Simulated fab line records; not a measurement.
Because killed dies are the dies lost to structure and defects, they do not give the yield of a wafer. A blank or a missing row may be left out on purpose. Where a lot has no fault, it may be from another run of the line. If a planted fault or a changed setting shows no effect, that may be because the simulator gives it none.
8D (eight disciplines) problem report, filled in by code :: flow sky130 :: the parts of the form that need people (team, actions taken, sign-off) are left out

## 1. WHAT WENT WRONG
Mean of developer temp C at SKY_LDD_LDN_DEVELOP_06: 22.08 C across 6 wafers in 2 lots; on wafers with no fault it is 23.02 C (standard deviation 0.1). That is -9.4 standard deviations from the usual mean.
The step: develop time 60 s.
Seen first at day 26 06:53 on litho track-04, wafer L241.1. At this step, 42 wafers from 14 lots have a number in the record. Rule for "out" (also "out of limits"): further than 4 standard deviations from the usual mean. All remaining wafers that have a number are taken as sound.

## 2. WHAT IT IS, AND WHAT IT ISN'T
question: which readings at this step
is: developer temp C
is not: -

question: which lots
is: L241, L242
is not: L234, L235, L236, L237, L238, L240, L246, L250, L252, L254, L255, L257

question: which wafers of those lots
is: all that have a number
is not: -

question: read on which tools
is: litho track-04
is not: litho track-01, litho track-02

question: when
is: from day 26 06:53
is not: up to then (18 sound wafers); but 18 sound wafers of L246, L250, L252, L254, L255, L257 came after

## 3. WHAT RULES OUT EACH SUSPECT
Counting: a tool at any process step up to the reading remains a suspect when it ran all the lots that are out and ran no sound lot after the first of those.
- litho track-04 at SKY_LDD_LDN_DEVELOP_06 (develop time 60 s): ruled out as a lasting fault. The sound lots L250, L254, L255, L257 went through it after L241, its earliest lot that is out (day 26 06:53).
Left after counting: nothing in the record.

## 4. THE CAUSE (what the simulator had put in)
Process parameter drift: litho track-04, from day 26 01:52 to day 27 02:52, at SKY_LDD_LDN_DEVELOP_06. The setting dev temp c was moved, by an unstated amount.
Counting ruled it out, wrongly.

## 5. THE EFFECT CHAIN, in route order
One row per reading whose mean, taken over the struck wafers that have a number, lies over 3 standard deviations from the usual. Only readings for which the record gives a usual standard deviation are gone through. hours: the time from each lot's start at the first step in this table that gives one to its start at this step, as a median over the lots. sigmas: the change in usual standard deviations.
hours: 0
step: SKY_LDD_LDN_DEVELOP_06
reading: developer temp C
usual: 23.02 C
on struck wafers: 22.08
change: -0.94
sigmas: -9.4
Its process steps:
- SKY_LDD_LDN_DEVELOP_06: develop time 60 s.

## 6. WHAT WOULD HAVE CAUGHT IT SOONER
In this record the first reading out of limits was taken at day 26 06:53, 5 hours after the fault began at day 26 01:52.
